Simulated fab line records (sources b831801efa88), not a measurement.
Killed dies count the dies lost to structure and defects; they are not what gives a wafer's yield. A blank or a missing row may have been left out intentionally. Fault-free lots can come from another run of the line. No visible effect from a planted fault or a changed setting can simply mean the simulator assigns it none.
Comparing a struck lot with a sound one + flow sky130 + 26 out of 708 route steps
Sound: these wafers, L574.1, L574.2, L574.3. Struck: wafer L581.3; the same lot's L581.4 was not struck, so it is left out; see the end for the cause.
For every step that has rows: the tool of each side, followed by ch and its chambers, followed by its first start. Under that, the readings that differ: sound wafers + struck wafers + difference of the means + sigmas: that difference in standard deviations of wafers without a fault.
alike: words and numbers the same on both sides, and readings whose means are apart by under 2 such deviations; not compared: readings that were withheld, readings missing a value for some wafer, numbers with overlapping values and no deviation given by the record, and bounds like >300 which may hide the same value.
Wherever a step has rows on one side only, a row that says differs or no value, or a row with sigmas, the two part there. When numbers do not overlap yet have no deviation, they are printed without sigmas and do not part them. A reading missing from all wafers of one side parts the sides only when that side holds two or more wafers.

first, 8 steps without rows for these wafers: SKY_FIELD_ISO_DEHYDRATE_05 (time 60 s); SKY_FIELD_ISO_HMDS_06 (prime time 60 s); SKY_FIELD_ISO_COAT_07 (resist thk 60 nm); SKY_FIELD_ISO_COAT_08 (resist thk 450 nm); SKY_FIELD_ISO_SOFTBAKE_09 (time 90 s); SKY_FIELD_ISO_EXPOSE_10 (exposes mask FOM, target cd 150 nm); SKY_FIELD_ISO_PEB_11; SKY_FIELD_ISO_DEVELOP_12 (develop time 60 s).
SKY_FIELD_ISO_CD_MEAS_13: target cd 150 nm.
  sound on cd_sem-02 at day 2 20:55; struck on cd_sem-02 at day 4 11:09
  alike: cd_nm
SKY_FIELD_ISO_ETCH_14: etches BARC in N2/H2, stops on SiO2, time 45.9 s, target depth 60 nm.
  sound on rie_diel-02 ch 0,2,3, day 2 21:02; struck on rie_diel-04 ch 1, day 4 11:14
  alike: bias_w, drypump_motor_current_A, n2_flow_sccm, oes_product_au, run_length_s, throttle_valve_pct
  not compared: rf_hours_counter_h
SKY_FIELD_ISO_ETCH_15: etches the open film in CHF3/O2, stops on Si, target depth 180 nm, time 72 s.
  sound on rie_diel-02 ch 0,2,3, day 2 21:05; struck on rie_diel-04 ch 1, day 4 11:16
| reading                     | sound       | struck | difference | sigmas |
|-----------------------------|-------------|--------|------------|--------|
| drypump_motor_current_A (A) | 5.9 5.2 5.7 | 4.7    | -0.9       | -2     |
  alike: bias_w, oes_product_au, run_length_s, throttle_valve_pct
  not compared: rf_hours_counter_h
SKY_FIELD_ISO_STRIP_16: strips in O2/N2.
  sound on plasma_asher-02 ch 0,1, day 2 21:08; struck on plasma_asher-01 ch 1, day 4 11:22
  alike: drypump_motor_current_A, n2_flow_sccm, oes_product_au, strip_time_to_endpoint_s
  not compared: rf_hours_counter_h
SKY_FIELD_ISO_ETCH_17: etches Si in HBr/Cl2/O2, target depth 342 nm, time 97.7 s.
  sound on rie_si-01 ch 0,1,3, day 2 21:14; struck on rie_si-02 ch 3, day 4 11:26
| reading                               | sound             | struck | difference | sigmas |
|---------------------------------------|-------------------|--------|------------|--------|
| run_length_s (s)                      | 125.7 126.0 125.8 | 92.8   | -33.0      | -85    |
| model.FIELD_ISO.feature_depth_nm (nm) | 338.7 338.7 327.8 | 226.2  | -108.9     |        |
| model.etch.depth_nm (nm)              | 338.7 338.7 327.8 | 226.2  | -108.9     |        |
  alike: drypump_motor_current_A, oes_product_au, throttle_valve_pct
  not compared: bias_w, rf_hours_counter_h, model.Si3N4_of_FIELD_ISO_CVD_03.thk_nm
then, 5 steps without rows for these wafers: SKY_FIELD_ISO_WET_ETCH_18 (etches Si3N4 in H3PO4, target depth 25 nm, time 286 s); SKY_FIELD_ISO_CLEAN_19 (cleans in SC1/SC2, time 150 s); SKY_FIELD_ISO_CLEAN_20 (cleans in dHF, time 20 s); SKY_FIELD_ISO_WET_ETCH_21 (etches SiO2 in dHF, target depth 20 nm, time 400 s); SKY_FIELD_ISO_OXIDATION_22 (stabilise 600 s, purge 300 s, target thk 10 nm).
SKY_FIELD_ISO_THK_MEAS_23:
  sound on film_metro-04 at day 2 22:46; struck on film_metro-01 at day 4 13:20
  alike: FIELD_ISO_OXIDATION_01_THK
then, 1 step without rows for these wafers: SKY_FIELD_ISO_CVD_24 (deposits SiO2, target thk 595 nm, time 99.2 s).
SKY_FIELD_ISO_THK_MEAS_25:
  sound on film_metro-04 at day 2 22:53; struck on film_metro-02 at day 4 13:28
  alike: FIELD_ISO_CVD_24_THK
then, 1 step without rows for these wafers: SKY_FIELD_ISO_ANNEAL_26 (time 1800 s).
SKY_FIELD_ISO_CMP_27: polishes, stops on Si3N4, t overpolish 16 s, target thk 457.8 nm.
  sound on cmp-01 ch 0,1,2, day 3 00:27; struck on cmp-01 ch 2, day 4 15:01
| reading                | sound       | struck | difference | sigmas |
|------------------------|-------------|--------|------------|--------|
| time_to_endpoint_s (s) | 106 110 108 | 116    | +8         | +2     |
  alike: edge_zone_pressure_frac, motor_current_A, overpolish_run_s
SKY_FIELD_ISO_WET_ETCH_28: etches SiO2 in dHF, target depth 23.7 nm, time 47 s.
  sound on wet_bench-01 ch 0, day 3 00:46; struck on wet_bench-03 ch 3, day 4 15:19
  alike: run_length_s, temp_c
  not compared: model.Si3N4_of_FIELD_ISO_CVD_03.thk_nm
then, 1 step without rows for these wafers: SKY_FIELD_ISO_WET_ETCH_29 (etches Si3N4 in H3PO4, target depth 160 nm, time 1825 s).
-- the record jumps here: 44 days lie between the struck wafers' starts before and after (it left off in module FIELD_ISO and takes up again in module PAD_OPEN, whose first step shown is number 708 of the route) --
SKY_PAD_OPEN_PROBE_99:
  sound on prober-01 at day 46 08:50; struck on prober-02 at day 48 13:08
| reading                                 | sound                        | struck    | difference | sigmas |
|-----------------------------------------|------------------------------|-----------|------------|--------|
| model.etest.res_p_drift_20v.line_ohm_um | 1.237e+04 1.213e+04 1.14e+04 | 7841      | -4126      |        |
| model.etest.res_p_drift_20v.rs_ohm_sq   | 1.04e+04 1.027e+04 9669      | 6530      | -3583      |        |
| model.etest.pfet_16v.r_on_ohm_um        | 1.496e+04 1.5e+04 1.469e+04  | 1.266e+04 | -2.223e+03 |        |
| model.etest.res_iso_pwell.rs_ohm_sq     | 3088 3064 2833               | 1818      | -1177      |        |
| model.etest.nfet_16v.r_on_ohm_um        | 1.406e+04 1.405e+04 1.41e+04 | 1.348e+04 | -5.900e+02 |        |
| model.etest.res_iso_pwell.line_ohm_um   | 1157 1142 1068               | 681.6     | -440.7     |        |
| model.etest.res_nwell.line_ohm_um       | 1118 1112 1086               | 877.7     | -227.6     |        |
| model.etest.res_nwell.rs_ohm_sq         | 936.5 929.9 898.2            | 717.7     | -203.8     |        |
  alike: killed_at_M0_to_M3, killed_at_M4_up, killed_at_contacts, killed_at_front_end, killed_at_other, killed_dies, killed_open, killed_short

WHERE THEY PART
At SKY_FIELD_ISO_ETCH_15 first; at SKY_FIELD_ISO_CMP_27 last (within this record only). Later steps at which nothing parts them and some readings are alike: SKY_FIELD_ISO_WET_ETCH_28, SKY_PAD_OPEN_PROBE_99.

WHY: the cause the simulator had injected
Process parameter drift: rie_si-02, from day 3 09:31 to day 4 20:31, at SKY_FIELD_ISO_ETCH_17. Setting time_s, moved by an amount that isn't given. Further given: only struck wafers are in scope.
